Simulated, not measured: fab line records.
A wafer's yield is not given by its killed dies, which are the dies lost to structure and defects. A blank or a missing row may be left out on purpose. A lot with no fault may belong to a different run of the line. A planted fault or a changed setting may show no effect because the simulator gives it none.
fab line records :: flow sfq_line
record
  lots=7
  wafers=21
  last_day=90
route steps=325 shown R5@221 I5@228
lots with no fault: from the same line, run without faults
start_h: hours from the record's first day to the start of the lot's first wafer shown :: wait_h: hours elapsed since this lot's preceding step :: " repeats the value in the row above :: L1.1+2: a single row standing in for several wafers :: - value missing, or start not given :: * or withheld: withheld :: < > ~ a bound
route shown NAME@n: a module of which the file shows steps, and the number in the route of the first :: usual: the fault-free wafers' mean and standard deviation :: same: alike in all rows :: chamber/n: place in a boat :: sites: the reading at each site :: _std_site: how widely they spread, as a standard deviation :: _edge_site: the outer-site mean with the inner-site mean subtracted :: radius_mm: for every site, how far away it sits from the centre of the wafer :: mask NAME#n: copy n :: behind: the most recent tool/chamber to have shaped the wafer :: hold: reason for holding the lot/hours on hold/outcome of the hold :: device: transistor that didn't switch, given as n, p or np :: end of line: the same wafers' tests at the end of the route :: step lacking rows: just its recipe :: killed: dies that structure and defects cost at the first sort, which is not the same as the wafer's yield :: map: a wafer's dies, marking killed ones x, the rest . and places with no die _
set.NAME: the setting as run; set.NAME@STEP: as run at that earlier step :: model.NAME: the simulator's own value behind a step, which no gauge read
lots seen at some steps along the route; tables by step, rows by wafer
services: a tool's chamber out of use, with start hour (start_h, from the record's first day; less than 0 if before it), hours out, and reason
## steps
# step SFQ_TRILAYER_R5_LITHO_PEB_139
# recipe
  peb_temp_c=115
  peb_time_s=60
  resist=KrF
# step SFQ_TRILAYER_R5_LITHO_DEVELOP_138
# recipe
  time_s=60
  resist=KrF
# step SFQ_R5_OVL_MEAS_935
# usual
  R5_OVL=-5/5.6
lot.wafer: L905.2
tool: overlay-01
chamber: -
start_h: 1479.02
wait_h: 0.1
R5_OVL[nm]: -1

lot.wafer: L905.5
tool: overlay-01
chamber: -
start_h: 1479.02
wait_h: 0.1
R5_OVL[nm]: 4

lot.wafer: L905.6
tool: overlay-01
chamber: -
start_h: 1479.02
wait_h: 0.1
R5_OVL[nm]: -2

lot.wafer: L906.1
tool: overlay-01
chamber: -
start_h: 1488.62
wait_h: 0.1
R5_OVL[nm]: 0

lot.wafer: L906.4
tool: overlay-01
chamber: -
start_h: 1488.62
wait_h: 0.1
R5_OVL[nm]: 0

lot.wafer: L906.5
tool: overlay-01
chamber: -
start_h: 1488.62
wait_h: 0.1
R5_OVL[nm]: -3

lot.wafer: L907.1
tool: overlay-02
chamber: -
start_h: 1542.25
wait_h: 0.1
R5_OVL[nm]: -8

lot.wafer: L907.3
tool: overlay-02
chamber: -
start_h: 1542.25
wait_h: 0.1
R5_OVL[nm]: -8

lot.wafer: L907.4
tool: overlay-02
chamber: -
start_h: 1542.25
wait_h: 0.1
R5_OVL[nm]: -7

lot.wafer: L908.1
tool: overlay-02
chamber: -
start_h: 1545.85
wait_h: 0.1
R5_OVL[nm]: -12

lot.wafer: L908.2
tool: overlay-02
chamber: -
start_h: 1545.85
wait_h: 0.1
R5_OVL[nm]: -9

lot.wafer: L908.3
tool: overlay-02
chamber: -
start_h: 1545.85
wait_h: 0.1
R5_OVL[nm]: -14

lot.wafer: L910.2
tool: overlay-01
chamber: -
start_h: 1554.50
wait_h: 0.1
R5_OVL[nm]: -7

lot.wafer: L910.5
tool: overlay-01
chamber: -
start_h: 1554.50
wait_h: 0.1
R5_OVL[nm]: 3

lot.wafer: L910.6
tool: overlay-01
chamber: -
start_h: 1554.50
wait_h: 0.1
R5_OVL[nm]: -6

lot.wafer: L911.3
tool: overlay-02
chamber: -
start_h: 1559.30
wait_h: 0.1
R5_OVL[nm]: -5

lot.wafer: L911.4
tool: overlay-02
chamber: -
start_h: 1559.30
wait_h: 0.1
R5_OVL[nm]: -1

lot.wafer: L911.6
tool: overlay-02
chamber: -
start_h: 1559.30
wait_h: 0.1
R5_OVL[nm]: 0

lot.wafer: L920.1
tool: overlay-02
chamber: -
start_h: 1605.41
wait_h: 0.1
R5_OVL[nm]: -8

lot.wafer: L920.2
tool: overlay-02
chamber: -
start_h: 1605.41
wait_h: 0.1
R5_OVL[nm]: -18

lot.wafer: L920.6
tool: overlay-02
chamber: -
start_h: 1605.41
wait_h: 0.1
R5_OVL[nm]: -13
# step SFQ_TRILAYER_R5_BARC_OPEN_METAL_ETCH_177
# recipe
  mask_material=PR
  chemistry=O2
  target_depth_nm=125
  target=BARC
  icp_w=600
  bias_w=80
  pressure_mtorr=10
  time_s=41.7
# usual
  drypump_motor_current_A=6.2/0.46
  oes_product_au=0.685/0.0049
lot.wafer: L905.2
tool: rie_metal-04
chamber: 1
start_h: 1479.05
wait_h: 0.0
drypump_motor_current_A: 6.3
oes_product_au: 0.691
rf_hours_counter_h: 103

lot.wafer: L905.5
tool: rie_metal-04
chamber: 1
start_h: 1479.05
wait_h: 0.0
drypump_motor_current_A: 6.2
oes_product_au: 0.685
rf_hours_counter_h: -

lot.wafer: L905.6
tool: rie_metal-04
chamber: 0
start_h: 1479.05
wait_h: 0.0
drypump_motor_current_A: 5.7
oes_product_au: 0.686
rf_hours_counter_h: -

lot.wafer: L906.1
tool: rie_metal-03
chamber: 1
start_h: 1488.65
wait_h: 0.0
drypump_motor_current_A: 6.3
oes_product_au: 0.685
rf_hours_counter_h: 60

lot.wafer: L906.4
tool: rie_metal-03
chamber: 0
start_h: 1488.65
wait_h: 0.0
drypump_motor_current_A: 5.5
oes_product_au: 0.682
rf_hours_counter_h: -

lot.wafer: L906.5
tool: rie_metal-03
chamber: 0
start_h: 1488.65
wait_h: 0.0
drypump_motor_current_A: 5.5
oes_product_au: 0.678
rf_hours_counter_h: -

lot.wafer: L907.1
tool: rie_metal-03
chamber: 0
start_h: 1542.28
wait_h: 0.0
drypump_motor_current_A: 5.4
oes_product_au: 0.690
rf_hours_counter_h: 108

lot.wafer: L907.3
tool: rie_metal-03
chamber: 0
start_h: 1542.28
wait_h: 0.0
drypump_motor_current_A: 5.4
oes_product_au: 0.693
rf_hours_counter_h: -

lot.wafer: L907.4
tool: rie_metal-03
chamber: 1
start_h: 1542.28
wait_h: 0.0
drypump_motor_current_A: 6.3
oes_product_au: 0.690
rf_hours_counter_h: -

lot.wafer: L908.1
tool: rie_metal-03
chamber: 1
start_h: 1545.88
wait_h: 0.0
drypump_motor_current_A: 6.3
oes_product_au: 0.680
rf_hours_counter_h: 67

lot.wafer: L908.2
tool: rie_metal-03
chamber: 0
start_h: 1545.88
wait_h: 0.0
drypump_motor_current_A: 5.4
oes_product_au: 0.690
rf_hours_counter_h: 108

lot.wafer: L908.3
tool: rie_metal-03
chamber: 0
start_h: 1545.88
wait_h: 0.0
drypump_motor_current_A: 5.4
oes_product_au: 0.680
rf_hours_counter_h: -

lot.wafer: L910.2
tool: rie_metal-02
chamber: 1
start_h: 1554.53
wait_h: 0.0
drypump_motor_current_A: 6.8
oes_product_au: 0.682
rf_hours_counter_h: 62

lot.wafer: L910.5
tool: rie_metal-02
chamber: 1
start_h: 1554.53
wait_h: 0.0
drypump_motor_current_A: 6.8
oes_product_au: 0.679
rf_hours_counter_h: -

lot.wafer: L910.6
tool: rie_metal-02
chamber: 0
start_h: 1554.53
wait_h: 0.0
drypump_motor_current_A: 6.4
oes_product_au: 0.687
rf_hours_counter_h: -

lot.wafer: L911.3
tool: rie_metal-02
chamber: 1
start_h: 1559.35
wait_h: 0.0
drypump_motor_current_A: 6.8
oes_product_au: 0.689
rf_hours_counter_h: -

lot.wafer: L911.4
tool: rie_metal-02
chamber: 0
start_h: 1559.35
wait_h: 0.0
drypump_motor_current_A: 6.4
oes_product_au: 0.682
rf_hours_counter_h: -

lot.wafer: L911.6
tool: rie_metal-02
chamber: 1
start_h: 1559.35
wait_h: 0.0
drypump_motor_current_A: 6.8
oes_product_au: 0.678
rf_hours_counter_h: -

lot.wafer: L920.1
tool: rie_metal-02
chamber: 0
start_h: 1605.44
wait_h: 0.0
drypump_motor_current_A: 6.4
oes_product_au: 0.689
rf_hours_counter_h: 16

lot.wafer: L920.2
tool: rie_metal-02
chamber: 1
start_h: 1605.44
wait_h: 0.0
drypump_motor_current_A: 6.8
oes_product_au: 0.678
rf_hours_counter_h: 72

lot.wafer: L920.6
tool: rie_metal-02
chamber: 1
start_h: 1605.44
wait_h: 0.0
drypump_motor_current_A: 6.8
oes_product_au: 0.700
rf_hours_counter_h: -
# step SFQ_TRILAYER_R5_ETCH_METAL_ETCH_139
# recipe
  stop_on=SiO2
  mask_material=PR
  chemistry=Cl2
  target_depth_nm=60
  icp_w=600
  bias_w=80
  pressure_mtorr=10
  time_s=40
# usual
  drypump_motor_current_A=6.3/0.47
  oes_product_au=0.989/0.0052
lot.wafer: L905.2
tool: rie_metal-04
chamber: 1
start_h: 1479.11
wait_h: 0.0
drypump_motor_current_A: 6.2
oes_product_au: 0.984
rf_hours_counter_h: 103

lot.wafer: L905.5
tool: rie_metal-04
chamber: 1
start_h: 1479.11
wait_h: 0.0
drypump_motor_current_A: 6.2
oes_product_au: 0.997
rf_hours_counter_h: -

lot.wafer: L905.6
tool: rie_metal-04
chamber: 0
start_h: 1479.11
wait_h: 0.0
drypump_motor_current_A: 5.7
oes_product_au: 0.984
rf_hours_counter_h: -

lot.wafer: L906.1
tool: rie_metal-03
chamber: 1
start_h: 1488.71
wait_h: 0.0
drypump_motor_current_A: 6.3
oes_product_au: 0.987
rf_hours_counter_h: 60

lot.wafer: L906.4
tool: rie_metal-03
chamber: 0
start_h: 1488.71
wait_h: 0.0
drypump_motor_current_A: 5.4
oes_product_au: 0.983
rf_hours_counter_h: -

lot.wafer: L906.5
tool: rie_metal-03
chamber: 0
start_h: 1488.71
wait_h: 0.0
drypump_motor_current_A: 5.4
oes_product_au: 0.995
rf_hours_counter_h: -

lot.wafer: L907.1
tool: rie_metal-03
chamber: 0
start_h: 1542.34
wait_h: 0.0
drypump_motor_current_A: 5.5
oes_product_au: 0.992
rf_hours_counter_h: 108

lot.wafer: L907.3
tool: rie_metal-03
chamber: 0
start_h: 1542.34
wait_h: 0.0
drypump_motor_current_A: 5.5
oes_product_au: 0.978
rf_hours_counter_h: -

lot.wafer: L907.4
tool: rie_metal-03
chamber: 1
start_h: 1542.34
wait_h: 0.0
drypump_motor_current_A: 6.3
oes_product_au: 0.985
rf_hours_counter_h: -

lot.wafer: L908.1
tool: rie_metal-03
chamber: 1
start_h: 1545.94
wait_h: 0.0
drypump_motor_current_A: 6.3
oes_product_au: 0.984
rf_hours_counter_h: 67

lot.wafer: L908.2
tool: rie_metal-03
chamber: 0
start_h: 1545.94
wait_h: 0.0
drypump_motor_current_A: 5.4
oes_product_au: 0.991
rf_hours_counter_h: 108

lot.wafer: L908.3
tool: rie_metal-03
chamber: 0
start_h: 1545.94
wait_h: 0.0
drypump_motor_current_A: 5.4
oes_product_au: 0.986
rf_hours_counter_h: -

lot.wafer: L910.2
tool: rie_metal-02
chamber: 1
start_h: 1554.59
wait_h: 0.0
drypump_motor_current_A: 6.8
oes_product_au: 0.986
rf_hours_counter_h: 62

lot.wafer: L910.5
tool: rie_metal-02
chamber: 1
start_h: 1554.59
wait_h: 0.0
drypump_motor_current_A: 6.8
oes_product_au: 0.992
rf_hours_counter_h: -

lot.wafer: L910.6
tool: rie_metal-02
chamber: 0
start_h: 1554.59
wait_h: 0.0
drypump_motor_current_A: 6.4
oes_product_au: 0.986
rf_hours_counter_h: -

lot.wafer: L911.3
tool: rie_metal-02
chamber: 1
start_h: 1559.41
wait_h: 0.0
drypump_motor_current_A: 6.8
oes_product_au: 0.994
rf_hours_counter_h: -

lot.wafer: L911.4
tool: rie_metal-02
chamber: 0
start_h: 1559.41
wait_h: 0.0
drypump_motor_current_A: 6.4
oes_product_au: 0.991
rf_hours_counter_h: -

lot.wafer: L911.6
tool: rie_metal-02
chamber: 1
start_h: 1559.41
wait_h: 0.0
drypump_motor_current_A: 6.8
oes_product_au: 0.995
rf_hours_counter_h: -

lot.wafer: L920.1
tool: rie_metal-02
chamber: 0
start_h: 1605.50
wait_h: 0.0
drypump_motor_current_A: 6.4
oes_product_au: 0.994
rf_hours_counter_h: 16

lot.wafer: L920.2
tool: rie_metal-02
chamber: 1
start_h: 1605.50
wait_h: 0.0
drypump_motor_current_A: 6.8
oes_product_au: 0.997
rf_hours_counter_h: 72

lot.wafer: L920.6
tool: rie_metal-02
chamber: 1
start_h: 1605.50
wait_h: 0.0
drypump_motor_current_A: 6.8
oes_product_au: 0.989
rf_hours_counter_h: -
# step SFQ_TRILAYER_R5_STRIP_STRIP_140
# recipe
  gas=O2
  power_w=200
  platen_temp_c=40
  overash_fraction=0.65
  chemistry=O2
  pressure_mtorr=50
# usual
  drypump_motor_current_A=6.2/0.46
  oes_product_au=0.998/0.0076
lot.wafer: L905.2
tool: rie_metal-04
chamber: 1
start_h: 1479.17
wait_h: 0.0
drypump_motor_current_A: 6.3
oes_product_au: 1.013
rf_hours_counter_h: 103

lot.wafer: L905.5
tool: rie_metal-04
chamber: 1
start_h: 1479.17
wait_h: 0.0
drypump_motor_current_A: 6.3
oes_product_au: 1.009
rf_hours_counter_h: -

lot.wafer: L905.6
tool: rie_metal-04
chamber: 0
start_h: 1479.17
wait_h: 0.0
drypump_motor_current_A: 5.7
oes_product_au: 1.012
rf_hours_counter_h: -

lot.wafer: L906.1
tool: rie_metal-03
chamber: 1
start_h: 1488.77
wait_h: 0.0
drypump_motor_current_A: 6.3
oes_product_au: 1.004
rf_hours_counter_h: 60

lot.wafer: L906.4
tool: rie_metal-03
chamber: 0
start_h: 1488.77
wait_h: 0.0
drypump_motor_current_A: 5.5
oes_product_au: 1.000
rf_hours_counter_h: -

lot.wafer: L906.5
tool: rie_metal-03
chamber: 0
start_h: 1488.77
wait_h: 0.0
drypump_motor_current_A: 5.4
oes_product_au: 1.003
rf_hours_counter_h: -

lot.wafer: L907.1
tool: rie_metal-03
chamber: 0
start_h: 1542.40
wait_h: 0.0
drypump_motor_current_A: 5.4
oes_product_au: 1.009
rf_hours_counter_h: 108

lot.wafer: L907.3
tool: rie_metal-03
chamber: 0
start_h: 1542.40
wait_h: 0.0
drypump_motor_current_A: 5.5
oes_product_au: 1.009
rf_hours_counter_h: -

lot.wafer: L907.4
tool: rie_metal-03
chamber: 1
start_h: 1542.40
wait_h: 0.0
drypump_motor_current_A: 6.3
oes_product_au: 0.996
rf_hours_counter_h: -

lot.wafer: L908.1
tool: rie_metal-03
chamber: 1
start_h: 1546.00
wait_h: 0.0
drypump_motor_current_A: 6.3
oes_product_au: 0.985
rf_hours_counter_h: 67

lot.wafer: L908.2
tool: rie_metal-03
chamber: 0
start_h: 1546.00
wait_h: 0.0
drypump_motor_current_A: 5.5
oes_product_au: 0.996
rf_hours_counter_h: 109

lot.wafer: L908.3
tool: rie_metal-03
chamber: 0
start_h: 1546.00
wait_h: 0.0
drypump_motor_current_A: 5.4
oes_product_au: 0.995
rf_hours_counter_h: -

lot.wafer: L910.2
tool: rie_metal-02
chamber: 1
start_h: 1554.65
wait_h: 0.0
drypump_motor_current_A: 6.8
oes_product_au: 1.006
rf_hours_counter_h: 62

lot.wafer: L910.5
tool: rie_metal-02
chamber: 1
start_h: 1554.65
wait_h: 0.0
drypump_motor_current_A: 6.8
oes_product_au: 1.001
rf_hours_counter_h: -

lot.wafer: L910.6
tool: rie_metal-02
chamber: 0
start_h: 1554.65
wait_h: 0.0
drypump_motor_current_A: 6.4
oes_product_au: 1.007
rf_hours_counter_h: -

lot.wafer: L911.3
tool: rie_metal-02
chamber: 1
start_h: 1559.65
wait_h: 0.2
drypump_motor_current_A: 6.8
oes_product_au: 1.003
rf_hours_counter_h: -

lot.wafer: L911.4
tool: rie_metal-02
chamber: 0
start_h: 1559.65
wait_h: 0.2
drypump_motor_current_A: 6.4
oes_product_au: 1.001
rf_hours_counter_h: -

lot.wafer: L911.6
tool: rie_metal-02
chamber: 1
start_h: 1559.65
wait_h: 0.2
drypump_motor_current_A: 6.8
oes_product_au: 0.998
rf_hours_counter_h: -

lot.wafer: L920.1
tool: rie_metal-02
chamber: 0
start_h: 1605.56
wait_h: 0.0
drypump_motor_current_A: 6.4
oes_product_au: 0.997
rf_hours_counter_h: 16

lot.wafer: L920.2
tool: rie_metal-02
chamber: 1
start_h: 1605.56
wait_h: 0.0
drypump_motor_current_A: 6.8
oes_product_au: 1.007
rf_hours_counter_h: 72

lot.wafer: L920.6
tool: rie_metal-02
chamber: 1
start_h: 1605.56
wait_h: 0.0
drypump_motor_current_A: 6.8
oes_product_au: 0.996
rf_hours_counter_h: -
# step SFQ_TRILAYER_R5_STRIP_SOLV_CLEAN_141
# recipe
  chemistry=NMP
  temp_c=70
  time_s=600
# step SFQ_TRILAYER_A5C_DEP_PECVD_142
# recipe
  material=SiO2
  temp_c=150
  time_s=15.556
  pressure_torr=2.4
  rf_w=183.3
  precursor=SiH4/N2O
  target_thk_nm=70
# usual
  heater_power_w=83/13
  susceptor_temp_C=150.02/0.14
  throttle_valve_pct=24.5/1.4
lot.wafer: L905.2
tool: pecvd-02
chamber: 1
start_h: 1479.94
wait_h: 0.0
heater_power_w: 67
susceptor_temp_C: 150.12
throttle_valve_pct: 26.9

lot.wafer: L905.5
tool: pecvd-02
chamber: 2
start_h: 1479.94
wait_h: 0.0
heater_power_w: 76
susceptor_temp_C: 150.12
throttle_valve_pct: 24.6

lot.wafer: L905.6
tool: pecvd-02
chamber: 0
start_h: 1479.94
wait_h: 0.0
heater_power_w: 101
susceptor_temp_C: 150.20
throttle_valve_pct: 26.4

lot.wafer: L906.1
tool: pecvd-04
chamber: 0
start_h: 1489.54
wait_h: 0.0
heater_power_w: 93
susceptor_temp_C: 149.79
throttle_valve_pct: 25.0

lot.wafer: L906.4
tool: pecvd-04
chamber: 1
start_h: 1489.54
wait_h: 0.0
heater_power_w: 81
susceptor_temp_C: 150.24
throttle_valve_pct: 24.7

lot.wafer: L906.5
tool: pecvd-04
chamber: 0
start_h: 1489.54
wait_h: 0.0
heater_power_w: 91
susceptor_temp_C: 149.95
throttle_valve_pct: 24.8

lot.wafer: L907.1
tool: pecvd-01
chamber: 2
start_h: 1543.18
wait_h: 0.0
heater_power_w: 82
susceptor_temp_C: 150.03
throttle_valve_pct: 23.1

lot.wafer: L907.3
tool: pecvd-01
chamber: 0
start_h: 1543.18
wait_h: 0.0
heater_power_w: 75
susceptor_temp_C: 149.96
throttle_valve_pct: 23.7

lot.wafer: L907.4
tool: pecvd-01
chamber: 2
start_h: 1543.18
wait_h: 0.0
heater_power_w: 80
susceptor_temp_C: 150.02
throttle_valve_pct: 22.7

lot.wafer: L908.1
tool: pecvd-02
chamber: 1
start_h: 1546.78
wait_h: 0.0
heater_power_w: 71
susceptor_temp_C: 149.91
throttle_valve_pct: 26.7

lot.wafer: L908.2
tool: pecvd-02
chamber: 0
start_h: 1546.78
wait_h: 0.0
heater_power_w: 107
susceptor_temp_C: 149.88
throttle_valve_pct: 26.5

lot.wafer: L908.3
tool: pecvd-02
chamber: 2
start_h: 1546.78
wait_h: 0.0
heater_power_w: 74
susceptor_temp_C: 149.94
throttle_valve_pct: 24.5

lot.wafer: L910.2
tool: pecvd-04
chamber: 1
start_h: 1555.42
wait_h: 0.0
heater_power_w: 76
susceptor_temp_C: 150.02
throttle_valve_pct: 24.6

lot.wafer: L910.5
tool: pecvd-04
chamber: 1
start_h: 1555.42
wait_h: 0.0
heater_power_w: 77
susceptor_temp_C: 150.04
throttle_valve_pct: 25.1

lot.wafer: L910.6
tool: pecvd-04
chamber: 0
start_h: 1555.42
wait_h: 0.0
heater_power_w: 82
susceptor_temp_C: 150.08
throttle_valve_pct: 24.9

lot.wafer: L911.3
tool: pecvd-01
chamber: 0
start_h: 1560.22
wait_h: 0.0
heater_power_w: 86
susceptor_temp_C: 150.10
throttle_valve_pct: 23.9

lot.wafer: L911.4
tool: pecvd-01
chamber: 2
start_h: 1560.22
wait_h: 0.0
heater_power_w: 78
susceptor_temp_C: 149.78
throttle_valve_pct: 23.3

lot.wafer: L911.6
tool: pecvd-01
chamber: 1
start_h: 1560.22
wait_h: 0.0
heater_power_w: 97
susceptor_temp_C: 150.00
throttle_valve_pct: 23.2

lot.wafer: L920.1
tool: pecvd-01
chamber: 1
start_h: 1606.33
wait_h: 0.0
heater_power_w: 95
susceptor_temp_C: 149.68
throttle_valve_pct: 23.2

lot.wafer: L920.2
tool: pecvd-01
chamber: 2
start_h: 1606.33
wait_h: 0.0
heater_power_w: 87
susceptor_temp_C: 150.13
throttle_valve_pct: 23.5

lot.wafer: L920.6
tool: pecvd-01
chamber: 1
start_h: 1606.33
wait_h: 0.0
heater_power_w: 96
susceptor_temp_C: 150.18
throttle_valve_pct: 23.1
# step SFQ_TRILAYER_I5_LITHO_COAT_149
# recipe
  resist=BARC
  spin_rpm=3000
  resist_thk_nm=62
# step SFQ_TRILAYER_I5_LITHO_COAT_144
# recipe
  resist=KrF
  spin_rpm=3000
  resist_thk_nm=650
# step SFQ_TRILAYER_I5_LITHO_SOFTBAKE_148
# recipe
  temp_c=withheld
  time_s=withheld
  resist=KrF
# step SFQ_TRILAYER_I5_LITHO_EXPOSE_145
# recipe
  mask_id=I5
  na=0.6
  source_shape=conventional
  sigma_outer=0.65
  target_cd_nm=700
  dose_mj=21.3
# step SFQ_TRILAYER_I5_LITHO_PEB_147
# recipe
  peb_temp_c=115
  peb_time_s=60
  resist=KrF
# usual
  chill_plate_temp_C=23.00/0.11
  exhaust_pa=44.9/0.85
lot.wafer: L905.2
tool: litho_track-03
chamber: 0
start_h: 1487.38
wait_h: 0.8
chill_plate_temp_C: 23.09
exhaust_pa: 46.2

lot.wafer: L905.5
tool: litho_track-03
chamber: 0
start_h: 1487.38
wait_h: 0.8
chill_plate_temp_C: 22.95
exhaust_pa: 45.8

lot.wafer: L905.6
tool: litho_track-03
chamber: 0
start_h: 1487.38
wait_h: 0.8
chill_plate_temp_C: 22.97
exhaust_pa: 45.7

lot.wafer: L906.1
tool: litho_track-03
chamber: -
start_h: 1491.52
wait_h: 1.0
chill_plate_temp_C: -
exhaust_pa: -

lot.wafer: L906.4
tool: litho_track-03
chamber: -
start_h: 1491.52
wait_h: 1.0
chill_plate_temp_C: -
exhaust_pa: -

lot.wafer: L906.5
tool: litho_track-03
chamber: -
start_h: 1491.52
wait_h: 1.0
chill_plate_temp_C: -
exhaust_pa: -

lot.wafer: L907.1
tool: litho_track-03
chamber: -
start_h: 1545.16
wait_h: 1.0
chill_plate_temp_C: -
exhaust_pa: -

lot.wafer: L907.3
tool: litho_track-03
chamber: -
start_h: 1545.16
wait_h: 1.0
chill_plate_temp_C: -
exhaust_pa: -

lot.wafer: L907.4
tool: litho_track-03
chamber: -
start_h: 1545.16
wait_h: 1.0
chill_plate_temp_C: -
exhaust_pa: -

lot.wafer: L908.1
tool: litho_track-01
chamber: -
start_h: 1662.26
wait_h: 1.0
chill_plate_temp_C: -
exhaust_pa: -

lot.wafer: L908.2
tool: litho_track-01
chamber: -
start_h: 1662.26
wait_h: 1.0
chill_plate_temp_C: -
exhaust_pa: -

lot.wafer: L908.3
tool: litho_track-01
chamber: -
start_h: 1662.26
wait_h: 1.0
chill_plate_temp_C: -
exhaust_pa: -

lot.wafer: L910.2
tool: litho_track-01
chamber: 0
start_h: 1669.48
wait_h: 0.8
chill_plate_temp_C: 22.97
exhaust_pa: 44.4

lot.wafer: L910.5
tool: litho_track-01
chamber: 0
start_h: 1669.48
wait_h: 0.8
chill_plate_temp_C: 23.05
exhaust_pa: 44.8

lot.wafer: L910.6
tool: litho_track-01
chamber: 0
start_h: 1669.48
wait_h: 0.8
chill_plate_temp_C: 23.04
exhaust_pa: 44.3

lot.wafer: L911.3
tool: litho_track-04
chamber: 0
start_h: 1673.11
wait_h: 0.7
chill_plate_temp_C: 23.19
exhaust_pa: 44.7

lot.wafer: L911.4
tool: litho_track-04
chamber: 0
start_h: 1673.11
wait_h: 0.7
chill_plate_temp_C: 23.03
exhaust_pa: 43.6

lot.wafer: L911.6
tool: litho_track-04
chamber: 0
start_h: 1673.11
wait_h: 0.7
chill_plate_temp_C: 23.03
exhaust_pa: 43.5

lot.wafer: L920.1
tool: litho_track-04
chamber: 0
start_h: 1704.42
wait_h: 1.0
chill_plate_temp_C: 22.89
exhaust_pa: 45.3

lot.wafer: L920.2
tool: litho_track-04
chamber: 0
start_h: 1704.42
wait_h: 1.0
chill_plate_temp_C: 23.00
exhaust_pa: 45.1

lot.wafer: L920.6
tool: litho_track-04
chamber: 0
start_h: 1704.42
wait_h: 1.0
chill_plate_temp_C: 23.12
exhaust_pa: 43.7
# step SFQ_TRILAYER_I5_LITHO_DEVELOP_146
# recipe
  time_s=60
  resist=KrF
## services
tool: rie_metal-02
chamber: -
start_h: 1457.38
hours: 5.9
kind: repair

tool: pecvd-02
chamber: 0
start_h: 1457.50
hours: 5.8
kind: repair

tool: pecvd-04
chamber: -
start_h: 1460.46
hours: 0.5
kind: repair

tool: rie_metal-04
chamber: 1
start_h: 1511.06
hours: 3.7
kind: repair

tool: rie_metal-03
chamber: 1
start_h: 1519.43
hours: 3.0
kind: repair

tool: pecvd-02
chamber: 2
start_h: 1524.61
hours: 3.3
kind: repair

tool: pecvd-01
chamber: 1
start_h: 1524.85
hours: 25.9
kind: repair

tool: pecvd-02
chamber: 1
start_h: 1525.83
hours: 14.8
kind: repair

tool: pecvd-04
chamber: 1
start_h: 1565.74
hours: 11.6
kind: repair

tool: pecvd-02
chamber: -
start_h: 1587.64
hours: 2.8
kind: pm

tool: pecvd-04
chamber: -
start_h: 1595.79
hours: 14.6
kind: pm

tool: rie_metal-04
chamber: -
start_h: 1612.39
hours: 10.0
kind: pm

tool: rie_metal-03
chamber: -
start_h: 1625.62
hours: 2.8
kind: pm

tool: rie_metal-04
chamber: 0
start_h: 1635.75
hours: 5.9
kind: repair

tool: rie_metal-04
chamber: 1
start_h: 1659.25
hours: 7.7
kind: repair

tool: pecvd-04
chamber: -
start_h: 1662.64
hours: 19.8
kind: repair

tool: pecvd-02
chamber: -
start_h: 1686.25
hours: 14.0
kind: pm

tool: pecvd-02
chamber: 0
start_h: 1686.25
hours: 14.0
kind: vent_cycle

tool: rie_metal-04
chamber: 1
start_h: 1691.96
hours: -
kind: clean

tool: rie_metal-04
chamber: 1
start_h: 1691.96
hours: -
kind: consumable_replace:focus_ring

tool: rie_metal-04
chamber: 1
start_h: 1691.96
hours: 14.6
kind: scheduled_down

tool: rie_metal-04
chamber: 1
start_h: 1691.96
hours: 14.6
kind: vent_cycle

tool: rie_metal-04
chamber: -
start_h: 1694.71
hours: 14.6
kind: pm

tool: pecvd-02
chamber: -
start_h: 1698.82
hours: 0.4
kind: repair
## key
first_sign
  step=SFQ_TRILAYER_I5_LITHO_PEB_147
  reading=tool_record
  direction=missing
effect none on later readings
met_at SFQ_TRILAYER_I5_LITHO_PEB_147
struck_wafers L906.1,L906.4,L906.5,L907.1,L907.3,L907.4,L908.1,L908.2,L908.3
onset_between 1487.38 1491.52
fault
  kind=skipped_step_whole
  tool=litho_track-01,litho_track-03
  chamber=-
  onset_h=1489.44
  steps=SFQ_TRILAYER_I5_LITHO_PEB_147
  scope=struck_lots_only
